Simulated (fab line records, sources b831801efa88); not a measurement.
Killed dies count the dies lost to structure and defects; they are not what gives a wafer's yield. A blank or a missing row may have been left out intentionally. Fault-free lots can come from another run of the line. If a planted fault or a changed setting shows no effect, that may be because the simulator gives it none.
fab line records    flow sky130
record lots=24  wafers=72  last_day=50
route steps=708 shown CONTACT@422 VIA1@472 METAL2@499 METAL3@532 METAL4@632
lots untouched by any fault: they come from a run of this same line in which no faults occurred
start_h: start of the lot's first displayed wafer, in hours after the record's first day    wait_h: how many hours have passed since the lot's step before this one    " unchanged from the row above    L1.1+2: a single row standing in for several wafers    - no value, or no start was given    * or withheld: withheld    < > ~ a bound
route shown NAME@n: a module of which the file shows steps, and the number in the route of the first    usual: mean and standard deviation over wafers with no fault    same: alike in all rows    chamber/n: place in a boat    sites: per-site readings    _std_site: their standard deviation    _edge_site: outer sites' mean less inner sites'    radius_mm: how far each site lies from the wafer's centre    mask NAME#n: copy n    behind: tool/chamber where the wafer was last shaped    hold: cause of the lot's hold/its duration in hours/its outcome    device: whichever transistor did not switch (one of n, p or np)    end of line: tests run on the same wafers once the route is complete    where a step has no rows: the recipe by itself    killed: not the wafer's yield, but the dies lost to structure and defects at the first sort    map: dies across one wafer; x = killed, . = not, _ = none there
set.NAME: the setting that was run; set.NAME@STEP: the one run at that earlier step    model.NAME: the simulator's own value behind a step, which no gauge read
one table for each step of the route and one row for each wafer, over a sample of lots
services: when a tool's chamber went out of use (start_h, in hours from the record's first day, below 0 if earlier), for how many hours, and the reason
## steps
# step SKY_CONTACT_ETCH_16
# recipe chemistry=N2/H2  target=BARC  ion_energy_ev=200  source_w=500  bias_w=100  pressure_mtorr=30  n2_flow_sccm=100  h2_flow_sccm=200  stop_on=SiO2  time_s=45.9  target_depth_a=600
# usual drypump_motor_current_A=5.4/0.36  oes_product_au=0.854/0.0043  throttle_valve_pct=13.226/0.0095
lot.wafer  tool         chamber  start_h  wait_h  drypump_motor_current_A  oes_product_au  rf_hours_counter_h  throttle_valve_pct
L074.2     rie_diel-01  1        726.58   0.0     5.5                      0.848           3                   13.227
L074.3     "            0        "        "       5.4                      0.855           35                  13.221
L074.4     "            2        "        "       5.9                      0.852           3                   13.231
L075.3     rie_diel-04  2        738.33   0.0     5.0                      0.855           14                  13.224
L075.4     "            0        "        "       4.8                      0.854           50                  13.228
L075.5     "            3        "        "       5.9                      0.852           -                   13.230
L076.1     rie_diel-01  1        744.57   0.0     5.5                      0.858           4                   13.221
L076.2     "            0        "        "       5.4                      0.857           36                  13.222
L076.6     "            0        "        "       5.3                      0.857           -                   13.229
L077.1     rie_diel-04  3        749.37   0.0     5.9                      0.852           11                  13.218
L077.5     "            2        "        "       5.0                      0.863           -                   13.216
L077.6     "            3        "        "       5.9                      0.856           -                   13.235
L078.1     rie_diel-04  2        756.81   0.0     5.0                      0.859           15                  13.242
L078.2     "            1        "        "       5.4                      0.857           10                  13.246
L078.3     "            3        "        "       5.9                      0.854           11                  13.214
L079.2     rie_diel-04  1        800.87   0.0     5.5                      0.846           11                  13.230
L079.5     "            0        "        "       4.8                      0.846           -                   13.230
L079.6     "            3        "        "       5.9                      0.854           -                   13.221
L080.1     rie_diel-02  1        802.79   0.0     5.7                      0.845           13                  13.222
L080.3     "            0        "        "       5.4                      0.859           19                  13.242
L080.4     "            2        "        "       5.3                      0.861           29                  13.222
L081.1     rie_diel-04  3        803.66   0.0     5.9                      0.860           13                  13.200
L081.3     "            2        "        "       5.0                      0.848           16                  13.234
L081.4     "            1        "        "       5.5                      0.856           11                  13.230
L082.2     rie_diel-01  1        806.12   0.0     5.5                      0.853           6                   13.227
L082.5     "            3        "        "       5.0                      0.859           -                   13.221
L082.6     "            2        "        "       5.9                      0.856           -                   13.220
L084.1     rie_diel-01  3        809.58   0.0     5.0                      0.854           1                   13.224
L084.3     "            2        "        "       5.9                      0.845           6                   13.211
L084.6     "            3        "        "       5.0                      0.861           -                   13.217
L083.1     rie_diel-04  0        813.22   0.0     4.9                      0.852           1                   13.223
L083.3     "            2        "        "       5.0                      0.848           16                  13.254
L083.6     "            0        "        "       4.8                      0.843           -                   13.215
L086.1     rie_diel-01  3        825.72   0.0     5.0                      0.855           2                   13.257
L086.2     "            2        "        "       5.9                      0.850           7                   13.233
L086.6     "            3        "        "       5.0                      0.858           -                   13.228
L085.4     rie_diel-02  2        833.03   0.0     5.3                      0.851           30                  13.220
L085.5     "            3        "        "       5.6                      0.859           -                   13.226
L085.6     "            0        "        "       5.4                      0.861           -                   13.225
L087.2     rie_diel-01  2        834.87   0.0     5.9                      0.852           7                   13.249
L087.4     "            2        "        "       5.9                      0.848           -                   13.215
L087.5     "            1        "        "       5.5                      0.857           -                   13.225
L088.1     rie_diel-01  3        851.62   0.0     5.0                      0.858           3                   13.221
L088.4     "            1        "        "       5.5                      0.853           8                   13.225
L088.5     "            3        "        "       5.0                      0.855           -                   13.222
L089.2     rie_diel-01  1        874.07   0.0     5.5                      0.848           8                   13.230
L089.5     "            0        "        "       5.4                      0.851           -                   13.228
L089.6     "            3        "        "       5.0                      0.855           -                   13.219
L092.3     rie_diel-04  1        885.93   0.0     5.4                      0.853           14                  13.217
L092.4     "            0        "        "       4.8                      0.849           4                   13.225
L092.5     "            2        "        "       5.0                      0.853           -                   13.251
L091.1     rie_diel-02  1        887.07   0.0     5.7                      0.853           15                  13.220
L091.3     "            3        "        "       5.5                      0.849           21                  13.224
L091.5     "            2        "        "       5.3                      0.860           -                   13.220
L090.1     rie_diel-04  3        887.28   0.0     5.9                      0.852           16                  13.217
L090.5     "            2        "        "       5.0                      0.855           -                   13.206
L090.6     "            3        "        "       5.9                      0.861           -                   13.231
L093.2     rie_diel-04  1        898.22   0.0     5.5                      0.859           15                  13.229
L093.3     "            3        "        "       5.9                      0.853           16                  13.212
L093.4     "            2        "        "       5.0                      0.861           20                  13.229
L094.1     rie_diel-01  1        903.17   0.0     5.5                      0.859           9                   13.231
L094.4     "            0        "        "       5.3                      0.856           1                   13.224
L094.5     "            1        "        "       5.5                      0.860           -                   13.221
L095.3     rie_diel-01  1        911.37   0.0     5.5                      0.852           9                   13.234
L095.4     "            2        "        "       5.9                      0.855           9                   13.213
L095.5     "            0        "        "       5.3                      0.855           -                   13.210
L096.1     rie_diel-02  3        911.78   0.0     5.5                      0.856           22                  13.225
L096.3     "            1        "        "       5.7                      0.853           16                  13.214
L096.5     "            0        "        "       5.4                      0.853           -                   13.229
L097.1     rie_diel-01  2        931.53   0.0     5.9                      0.856           10                  13.228
L097.2     "            0        "        "       5.3                      0.866           2                   13.227
L097.3     "            3        "        "       5.0                      0.860           5                   13.248
# step SKY_VIA1_ETCH_14
# recipe chemistry=N2/H2  target=BARC  ion_energy_ev=200  source_w=500  bias_w=100  pressure_mtorr=30  n2_flow_sccm=100  h2_flow_sccm=200  stop_on=SiO2  time_s=45.08  target_depth_a=600
# usual drypump_motor_current_A=5.5/0.45  oes_product_au=0.863/0.0042  throttle_valve_pct=13.225/0.01
lot.wafer  tool         chamber  start_h  wait_h  drypump_motor_current_A  oes_product_au  rf_hours_counter_h  throttle_valve_pct
L074.2     rie_diel-02  0        782.75   0.0     5.4                      0.867           18                  13.244
L074.3     "            2        "        "       5.2                      0.866           29                  13.210
L074.4     "            3        "        "       5.5                      0.863           18                  13.222
L075.3     rie_diel-01  0        794.66   0.0     5.3                      0.871           38                  13.235
L075.4     "            1        "        "       5.6                      0.861           -                   13.228
L075.5     "            2        "        "       5.8                      0.865           -                   13.216
L076.1     rie_diel-02  0        800.70   0.0     5.5                      0.862           19                  13.209
L076.2     "            3        "        "       5.5                      0.861           18                  13.216
L076.6     "            0        "        "       5.4                      0.858           -                   13.217
L077.1     rie_diel-03  1        807.18   0.0     4.6                      0.866           9                   13.217
L077.5     "            0        "        "       6.1                      0.862           -                   13.228
L077.6     "            3        "        "       5.8                      0.861           -                   13.236
L078.1     rie_diel-03  2        813.50   0.0     5.4                      0.864           11                  13.226
L078.2     "            0        "        "       6.1                      0.860           3                   13.222
L078.3     "            1        "        "       4.7                      0.858           9                   13.235
L079.2     rie_diel-03  1        857.32   0.0     4.6                      0.864           10                  13.221
L079.5     "            2        "        "       5.4                      0.866           -                   13.231
L079.6     "            1        "        "       4.6                      0.860           -                   13.213
L080.1     rie_diel-01  3        857.98   0.0     5.0                      0.863           3                   13.227
L080.3     "            0        "        "       5.3                      0.862           0                   13.227
L080.4     "            1        "        "       5.6                      0.864           8                   13.233
L081.1     rie_diel-03  2        859.09   0.0     5.4                      0.863           12                  13.230
L081.3     "            1        "        "       4.6                      0.864           10                  13.222
L081.4     "            0        "        "       6.1                      0.864           4                   13.216
L082.2     rie_diel-01  2        861.47   0.0     5.9                      0.863           8                   13.231
L082.5     "            1        "        "       5.5                      0.859           -                   13.240
L082.6     "            2        "        "       5.9                      0.864           -                   13.233
L084.1     rie_diel-03  1        863.63   0.0     4.6                      0.870           10                  13.231
L084.3     "            3        "        "       5.8                      0.868           2                   13.230
L084.6     "            1        "        "       4.6                      0.865           -                   13.226
L083.1     rie_diel-03  0        868.83   0.0     6.1                      0.865           4                   13.213
L083.3     "            3        "        "       5.8                      0.861           2                   13.221
L083.6     "            0        "        "       6.1                      0.866           -                   13.247
L086.1     rie_diel-03  1        880.78   0.0     4.6                      0.868           11                  13.213
L086.2     "            2        "        "       5.4                      0.857           12                  13.225
L086.6     "            0        "        "       6.1                      0.870           -                   13.209
L085.4     rie_diel-03  0        887.40   0.0     6.1                      0.864           5                   13.227
L085.5     "            1        "        "       4.6                      0.860           -                   13.228
L085.6     "            0        "        "       6.1                      0.867           -                   13.224
L087.2     rie_diel-02  2        889.45   0.0     5.3                      0.860           1                   13.243
L087.4     "            0        "        "       5.4                      0.862           -                   13.237
L087.5     "            3        "        "       5.5                      0.867           -                   13.223
L088.1     rie_diel-02  1        905.90   0.0     5.7                      0.859           16                  13.222
L088.4     "            2        "        "       5.2                      0.859           -                   13.209
L088.5     "            3        "        "       5.5                      0.864           -                   13.226
L089.2     rie_diel-03  1        927.77   0.0     4.6                      0.861           12                  13.225
L089.5     "            1        "        "       4.6                      0.863           -                   13.207
L089.6     "            2        "        "       5.4                      0.865           -                   13.212
L092.3     rie_diel-02  3        939.20   0.0     5.5                      0.866           23                  13.233
L092.4     "            0        "        "       5.4                      0.866           23                  13.220
L092.5     "            1        "        "       5.7                      0.867           -                   13.213
L091.1     rie_diel-01  3        939.85   0.0     5.0                      0.857           6                   13.227
L091.3     "            0        "        "       5.3                      0.860           2                   13.212
L091.5     "            2        "        "       5.9                      0.871           -                   13.217
L090.1     rie_diel-03  0        940.20   0.0     6.1                      0.869           6                   13.223
L090.5     "            1        "        "       4.6                      0.866           -                   13.206
L090.6     "            0        "        "       6.1                      0.859           -                   13.231
L093.2     rie_diel-03  0        951.48   0.0     6.1                      0.861           7                   13.231
L093.3     "            3        "        "       5.8                      0.867           4                   13.216
L093.4     "            1        "        "       4.7                      0.865           12                  13.219
L094.1     rie_diel-01  2        954.82   0.0     5.8                      0.858           11                  13.232
L094.4     "            1        "        "       5.5                      0.861           11                  13.231
L094.5     "            0        "        "       5.3                      0.859           -                   13.230
L095.3     rie_diel-01  0        963.66   0.0     5.3                      0.864           3                   13.229
L095.4     "            3        "        "       5.0                      0.866           6                   13.242
L095.5     "            3        "        "       5.0                      0.861           -                   13.228
L096.1     rie_diel-03  0        964.01   0.0     6.1                      0.863           7                   13.220
L096.3     "            2        "        "       5.4                      0.862           15                  13.220
L096.5     "            0        "        "       6.1                      0.863           -                   13.226
L097.1     rie_diel-03  2        983.36   0.0     5.4                      0.865           15                  13.234
L097.2     "            3        "        "       5.7                      0.870           5                   13.232
L097.3     "            1        "        "       4.7                      0.864           13                  13.246
# step SKY_METAL2_OVL_MEAS_16
# usual METAL2_OVL=-1/4.8
lot.wafer  tool        chamber  start_h  wait_h  METAL2_OVL[nm]
L074.2     overlay-01  -        811.40   0.1     9
L074.3     "           -        "        "       -4
L074.4     "           -        "        "       1
L075.3     overlay-02  -        822.26   0.1     0
L075.4     "           -        "        "       7
L075.5     "           -        "        "       -2
L076.1     overlay-02  -        828.33   0.1     0
L076.2     "           -        "        "       5
L076.6     "           -        "        "       3
L077.1     overlay-01  -        835.02   0.1     -4
L077.5     "           -        "        "       -1
L077.6     "           -        "        "       -11
L078.1     overlay-01  -        841.88   0.1     -6
L078.2     "           -        "        "       -8
L078.3     "           -        "        "       -5
L079.2     overlay-01  -        884.47   0.1     4
L079.5     "           -        "        "       -1
L079.6     "           -        "        "       6
L080.1     overlay-01  -        885.54   0.1     3
L080.3     "           -        "        "       3
L080.4     "           -        "        "       -1
L081.1     overlay-01  -        886.13   0.1     1
L081.3     "           -        "        "       8
L081.4     "           -        "        "       -5
L082.2     overlay-02  -        888.42   0.1     4
L082.5     "           -        "        "       -2
L082.6     "           -        "        "       0
L084.1     overlay-01  -        890.59   0.1     -1
L084.3     "           -        "        "       6
L084.6     "           -        "        "       2
L083.1     overlay-01  -        896.29   0.1     -8
L083.3     "           -        "        "       -1
L083.6     "           -        "        "       -8
L086.1     overlay-01  -        908.37   0.1     -6
L086.2     "           -        "        "       -12
L086.6     "           -        "        "       0
L085.4     overlay-01  -        915.10   0.1     3
L085.5     "           -        "        "       0
L085.6     "           -        "        "       0
L087.2     overlay-02  -        915.95   0.1     -1
L087.4     "           -        "        "       2
L087.5     "           -        "        "       -11
L088.1     overlay-02  -        932.88   0.1     -3
L088.4     "           -        "        "       0
L088.5     "           -        "        "       -4
L089.2     overlay-01  -        953.04   0.1     -4
L089.5     "           -        "        "       4
L089.6     "           -        "        "       -2
L092.3     overlay-02  -        964.68   0.1     3
L092.4     "           -        "        "       11
L092.5     "           -        "        "       -3
L091.1     overlay-02  -        965.68   0.1     0
L091.3     "           -        "        "       4
L091.5     "           -        "        "       2
L090.1     overlay-02  -        965.97   0.1     -2
L090.5     "           -        "        "       -2
L090.6     "           -        "        "       -8
L093.2     overlay-02  -        975.65   0.1     -3
L093.3     "           -        "        "       7
L093.4     "           -        "        "       -7
L094.1     overlay-01  -        980.42   0.1     3
L094.4     "           -        "        "       4
L094.5     "           -        "        "       3
L095.3     overlay-02  -        988.79   0.1     -2
L095.4     "           -        "        "       -6
L095.5     "           -        "        "       -2
L096.1     overlay-02  -        989.13   0.1     -3
L096.3     "           -        "        "       -1
L096.5     "           -        "        "       0
L097.1     overlay-01  -        1007.72  0.1     -3
L097.2     "           -        "        "       3
L097.3     "           -        "        "       5
# step SKY_METAL3_SPUTTER_00
# recipe material=Ti  target_thk_nm=15  power_w=3000  time_s=10  chamber_pressure_pa=0.4
# usual throttle_valve_pct=29.8/1.3
lot.wafer  tool            chamber  start_h  wait_h  throttle_valve_pct
L074.2     pvd_sputter-04  -        840.24   0.1     27.3
L074.3     "               -        "        "       29.8
L074.4     "               -        "        "       30.1
L075.3     pvd_sputter-03  -        850.29   0.2     31.9
L075.4     "               -        "        "       30.1
L075.5     "               -        "        "       29.2
L076.1     pvd_sputter-01  -        856.53   0.2     30.6
L076.2     "               -        "        "       29.4
L076.6     "               -        "        "       29.7
L077.1     pvd_sputter-01  -        863.48   0.2     29.3
L077.5     "               -        "        "       29.4
L077.6     "               -        "        "       29.6
L078.1     pvd_sputter-03  -        870.55   0.2     29.5
L078.2     "               -        "        "       29.9
L078.3     "               -        "        "       27.9
L079.2     pvd_sputter-03  -        913.02   0.1     30.1
L079.5     "               -        "        "       28.0
L079.6     "               -        "        "       31.7
L080.1     pvd_sputter-03  -        913.73   0.2     30.3
L080.3     "               -        "        "       29.2
L080.4     "               -        "        "       28.0
L081.1     pvd_sputter-04  -        914.25   0.2     26.9
L081.3     "               -        "        "       29.7
L081.4     "               -        "        "       29.9
L082.2     pvd_sputter-03  -        916.91   0.1     29.6
L082.5     "               -        "        "       29.5
L082.6     "               -        "        "       30.2
L084.1     pvd_sputter-03  -        918.73   0.1     28.1
L084.3     "               -        "        "       31.9
L084.6     "               -        "        "       30.3
L083.1     pvd_sputter-03  -        923.87   0.1     30.0
L083.3     "               -        "        "       29.5
L083.6     "               -        "        "       27.7
L086.1     pvd_sputter-03  -        935.64   0.1     29.5
L086.2     "               -        "        "       28.1
L086.6     "               -        "        "       30.1
L085.4     pvd_sputter-03  -        942.13   0.1     31.7
L085.5     "               -        "        "       31.7
L085.6     "               -        "        "       27.9
L087.2     pvd_sputter-01  -        942.82   0.1     30.8
L087.4     "               -        "        "       28.9
L087.5     "               -        "        "       29.1
L088.1     pvd_sputter-01  -        960.54   0.1     30.5
L088.4     "               -        "        "       29.5
L088.5     "               -        "        "       30.8
L089.2     pvd_sputter-03  -        979.10   0.1     29.4
L089.5     "               -        "        "       29.3
L089.6     "               -        "        "       31.9
L092.3     pvd_sputter-03  -        993.69   0.1     27.7
L092.4     "               -        "        "       30.4
L092.5     "               -        "        "       32.0
L091.1     pvd_sputter-03  -        994.29   0.2     29.4
L091.3     "               -        "        "       31.8
L091.5     "               -        "        "       32.0
L090.1     pvd_sputter-04  -        994.88   0.2     30.0
L090.5     "               -        "        "       30.0
L090.6     "               -        "        "       30.0
L093.2     pvd_sputter-01  -        1000.69  0.2     29.3
L093.3     "               -        "        "       30.5
L093.4     "               -        "        "       29.8
L094.1     pvd_sputter-04  -        1005.09  0.2     30.6
L094.4     "               -        "        "       29.9
L094.5     "               -        "        "       27.5
L095.3     pvd_sputter-01  -        1015.93  0.1     29.5
L095.4     "               -        "        "       29.6
L095.5     "               -        "        "       29.5
L096.1     pvd_sputter-04  -        1016.25  0.2     30.4
L096.3     "               -        "        "       27.0
L096.5     "               -        "        "       30.1
L097.1     pvd_sputter-04  -        1033.29  0.2     29.7
L097.2     "               -        "        "       30.2
L097.3     "               -        "        "       30.7
# step SKY_METAL3_SPUTTER_01
# recipe material=TiN  target_thk_nm=20  power_w=6500  time_s=16.7  chamber_pressure_pa=0.4
# usual throttle_valve_pct=29.8/1.3
lot.wafer  tool            chamber  start_h  wait_h  throttle_valve_pct
L074.2     pvd_sputter-04  -        840.27   0.0     27.4
L074.3     "               -        "        "       29.6
L074.4     "               -        "        "       30.3
L075.3     pvd_sputter-03  -        850.31   0.0     32.3
L075.4     "               -        "        "       30.2
L075.5     "               -        "        "       29.3
L076.1     pvd_sputter-01  -        856.56   0.0     30.8
L076.2     "               -        "        "       29.5
L076.6     "               -        "        "       29.8
L077.1     pvd_sputter-01  -        863.51   0.0     29.2
L077.5     "               -        "        "       29.6
L077.6     "               -        "        "       29.4
L078.1     pvd_sputter-03  -        870.57   0.0     29.6
L078.2     "               -        "        "       30.1
L078.3     "               -        "        "       28.0
L079.2     pvd_sputter-03  -        913.04   0.0     30.1
L079.5     "               -        "        "       28.1
L079.6     "               -        "        "       32.0
L080.1     pvd_sputter-03  -        913.76   0.0     30.0
L080.3     "               -        "        "       29.6
L080.4     "               -        "        "       27.9
L081.1     pvd_sputter-04  -        914.27   0.0     27.3
L081.3     "               -        "        "       30.0
L081.4     "               -        "        "       29.9
L082.2     pvd_sputter-03  -        916.94   0.0     29.3
L082.5     "               -        "        "       29.2
L082.6     "               -        "        "       30.4
L084.1     pvd_sputter-03  -        918.76   0.0     27.7
L084.3     "               -        "        "       32.1
L084.6     "               -        "        "       30.4
L083.1     pvd_sputter-03  -        923.89   0.0     30.0
L083.3     "               -        "        "       29.4
L083.6     "               -        "        "       27.7
L086.1     pvd_sputter-03  -        935.66   0.0     29.4
L086.2     "               -        "        "       27.9
L086.6     "               -        "        "       29.9
L085.4     pvd_sputter-03  -        942.15   0.0     31.9
L085.5     "               -        "        "       31.8
L085.6     "               -        "        "       27.8
L087.2     pvd_sputter-01  -        942.84   0.0     30.4
L087.4     "               -        "        "       29.4
L087.5     "               -        "        "       29.3
L088.1     pvd_sputter-01  -        960.57   0.0     30.7
L088.4     "               -        "        "       29.5
L088.5     "               -        "        "       31.0
L089.2     pvd_sputter-03  -        979.12   0.0     29.6
L089.5     "               -        "        "       29.3
L089.6     "               -        "        "       31.8
L092.3     pvd_sputter-03  -        993.72   0.0     28.0
L092.4     "               -        "        "       30.3
L092.5     "               -        "        "       32.0
L091.1     pvd_sputter-03  -        994.32   0.0     29.4
L091.3     "               -        "        "       32.0
L091.5     "               -        "        "       31.9
L090.1     pvd_sputter-04  -        994.90   0.0     30.4
L090.5     "               -        "        "       29.9
L090.6     "               -        "        "       30.3
L093.2     pvd_sputter-01  -        1000.71  0.0     29.4
L093.3     "               -        "        "       30.6
L093.4     "               -        "        "       29.5
L094.1     pvd_sputter-04  -        1005.11  0.0     31.0
L094.4     "               -        "        "       30.2
L094.5     "               -        "        "       27.3
L095.3     pvd_sputter-01  -        1015.95  0.0     29.1
L095.4     "               -        "        "       29.8
L095.5     "               -        "        "       29.3
L096.1     pvd_sputter-04  -        1016.27  0.0     30.4
L096.3     "               -        "        "       27.2
L096.5     "               -        "        "       30.0
L097.1     pvd_sputter-04  -        1033.31  0.0     29.8
L097.2     "               -        "        "       30.1
L097.3     "               -        "        "       30.6
# step SKY_METAL4_ETCH_16
# recipe chemistry=N2/H2  target=BARC  ion_energy_ev=200  bias_w=100  pressure_mtorr=30  n2_flow_sccm=100  h2_flow_sccm=200  icp_w=500  stop_on=SiO2  time_s=88.2  target_depth_a=600
# usual drypump_motor_current_A=5.5/0.42  oes_product_au=0.627/0.0044  throttle_valve_pct=13.206/0.0089
lot.wafer  tool          chamber  start_h  wait_h  drypump_motor_current_A  oes_product_au  rf_hours_counter_h  throttle_valve_pct
L074.2     rie_metal-02  1        969.34   0.0     5.1                      0.618           8                   13.216
L074.3     "             1        "        "       5.1                      0.621           -                   13.198
L074.4     "             0        "        "       4.9                      0.624           -                   13.199
L075.3     rie_metal-01  0        975.78   0.0     5.3                      0.628           -                   13.203
L075.4     "             1        "        "       5.7                      0.626           -                   13.208
L075.5     "             1        "        "       5.7                      0.621           -                   13.206
L076.1     rie_metal-02  1        986.00   0.0     5.1                      0.627           9                   13.198
L076.2     "             0        "        "       4.9                      0.629           9                   13.205
L076.6     "             0        "        "       4.9                      0.623           -                   13.204
L077.1     rie_metal-02  0        991.69   0.0     4.9                      0.625           9                   13.217
L077.5     "             0        "        "       4.9                      0.633           -                   13.215
L077.6     "             1        "        "       5.1                      0.623           -                   13.206
L078.1     rie_metal-03  0        997.19   0.0     5.4                      0.632           11                  13.203
L078.2     "             1        "        "       6.3                      0.633           6                   13.198
L078.3     "             0        "        "       5.5                      0.625           -                   13.205
L079.2     rie_metal-03  0        1037.60  0.0     5.4                      0.628           13                  13.204
L079.5     "             1        "        "       6.3                      0.627           -                   13.191
L079.6     "             0        "        "       5.4                      0.629           -                   13.195
L081.1     rie_metal-02  1        1038.60  0.0     5.1                      0.633           10                  13.210
L081.3     "             1        "        "       5.1                      0.636           -                   13.183
L081.4     "             0        "        "       4.9                      0.628           -                   13.213
L080.1     rie_metal-01  1        1038.64  0.0     5.7                      0.624           7                   13.198
L080.3     "             1        "        "       5.7                      0.634           -                   13.216
L080.4     "             0        "        "       5.3                      0.625           -                   13.217
L082.2     rie_metal-01  0        1040.17  0.0     5.3                      0.618           17                  13.207
L082.5     "             1        "        "       5.7                      0.617           -                   13.209
L082.6     "             0        "        "       5.3                      0.627           -                   13.221
L084.1     rie_metal-01  0        1040.85  0.0     5.3                      0.630           18                  13.219
L084.3     "             1        "        "       5.7                      0.629           -                   13.209
L084.6     "             0        "        "       5.3                      0.622           -                   13.218
L083.1     rie_metal-01  0        1044.54  0.0     5.3                      0.624           18                  13.221
L083.3     "             1        "        "       5.7                      0.628           -                   13.200
L083.6     "             1        "        "       5.7                      0.620           -                   13.219
L086.1     rie_metal-01  1        1056.55  0.0     5.7                      0.627           9                   13.213
L086.2     "             0        "        "       5.3                      0.623           18                  13.208
L086.6     "             1        "        "       5.7                      0.625           -                   13.211
L085.4     rie_metal-03  0        1062.77  0.0     5.4                      0.628           -                   13.201
L085.5     "             1        "        "       6.3                      0.628           -                   13.207
L085.6     "             0        "        "       5.4                      0.631           -                   13.208
L087.2     rie_metal-03  1        1063.95  0.0     6.3                      0.631           10                  13.193
L087.4     "             0        "        "       5.4                      0.626           -                   13.201
L087.5     "             0        "        "       5.4                      0.625           -                   13.206
L088.1     rie_metal-01  0        1078.35  0.0     5.3                      0.630           19                  13.204
L088.4     "             0        "        "       5.3                      0.619           -                   13.209
L088.5     "             0        "        "       5.3                      0.624           -                   13.191
L089.2     rie_metal-01  0        1091.15  0.0     5.3                      0.624           20                  13.215
L089.5     "             0        "        "       5.3                      0.621           -                   13.217
L089.6     "             1        "        "       5.7                      0.622           -                   13.205
L092.3     rie_metal-03  1        1104.83  0.0     6.3                      0.633           -                   13.197
L092.4     "             0        "        "       5.4                      0.622           -                   13.220
L092.5     "             0        "        "       5.4                      0.637           -                   13.209
L091.1     rie_metal-01  0        1107.05  0.0     5.3                      0.623           21                  13.205
L091.3     "             0        "        "       5.3                      0.629           -                   13.205
L091.5     "             0        "        "       5.3                      0.628           -                   13.207
L090.1     rie_metal-01  1        1107.70  0.0     5.7                      0.623           11                  13.211
L090.5     "             0        "        "       5.3                      0.632           -                   13.215
L090.6     "             1        "        "       5.7                      0.624           -                   13.210
L093.2     rie_metal-03  0        1112.96  0.0     5.4                      0.622           19                  13.197
L093.3     "             0        "        "       5.4                      0.627           -                   13.197
L093.4     "             1        "        "       6.3                      0.624           -                   13.211
L094.1     rie_metal-01  0        1113.95  0.0     5.3                      0.624           22                  13.191
L094.4     "             1        "        "       5.7                      0.626           -                   13.207
L094.5     "             0        "        "       5.3                      0.623           -                   13.209
L095.3     rie_metal-03  0        1125.98  0.0     5.5                      0.633           -                   13.205
L095.4     "             1        "        "       6.3                      0.628           -                   13.192
L095.5     "             0        "        "       5.5                      0.625           -                   13.215
L096.1     rie_metal-01  1        1127.70  0.0     5.7                      0.636           12                  13.192
L096.3     "             1        "        "       5.7                      0.630           -                   13.196
L096.5     "             0        "        "       5.3                      0.627           -                   13.200
L097.1     rie_metal-02  1        1139.45  0.0     5.0                      0.631           19                  13.217
L097.2     "             0        "        "       4.9                      0.620           20                  13.213
L097.3     "             0        "        "       4.9                      0.624           -                   13.198
## services
tool            chamber  start_h  hours  kind
rie_diel-01     -        703.18   2.4    repair
rie_diel-01     3        716.83   9.0    repair
rie_diel-01     3        735.48   5.8    repair
rie_diel-01     2        758.08   2.6    repair
rie_diel-03     0        789.38   15.6   repair
rie_diel-01     3        790.57   11.1   repair
rie_diel-01     0        806.01   16.1   repair
rie_diel-03     3        845.05   2.0    repair
rie_diel-01     -        863.41   0.3    repair
rie_diel-03     2        869.44   5.7    repair
rie_diel-03     1        891.68   16.5   repair
rie_diel-01     0        893.94   7.2    repair
pvd_sputter-03  -        969.74   1.6    repair
rie_diel-01     2        997.33   4.7    repair
rie_diel-01     0        998.51   10.7   repair
rie_diel-03     1        1019.52  4.4    repair
rie_diel-01     3        1021.32  1.5    repair
rie_diel-03     3        1021.57  12.0   repair
rie_diel-01     0        1021.94  2.9    repair
pvd_sputter-03  -        1025.82  4.5    repair
rie_diel-03     -        1032.03  0.6    repair
rie_diel-01     3        1079.78  6.7    repair
rie_diel-01     0        1082.98  4.6    repair
rie_diel-03     1        1121.02  8.8    repair
## key
fault none
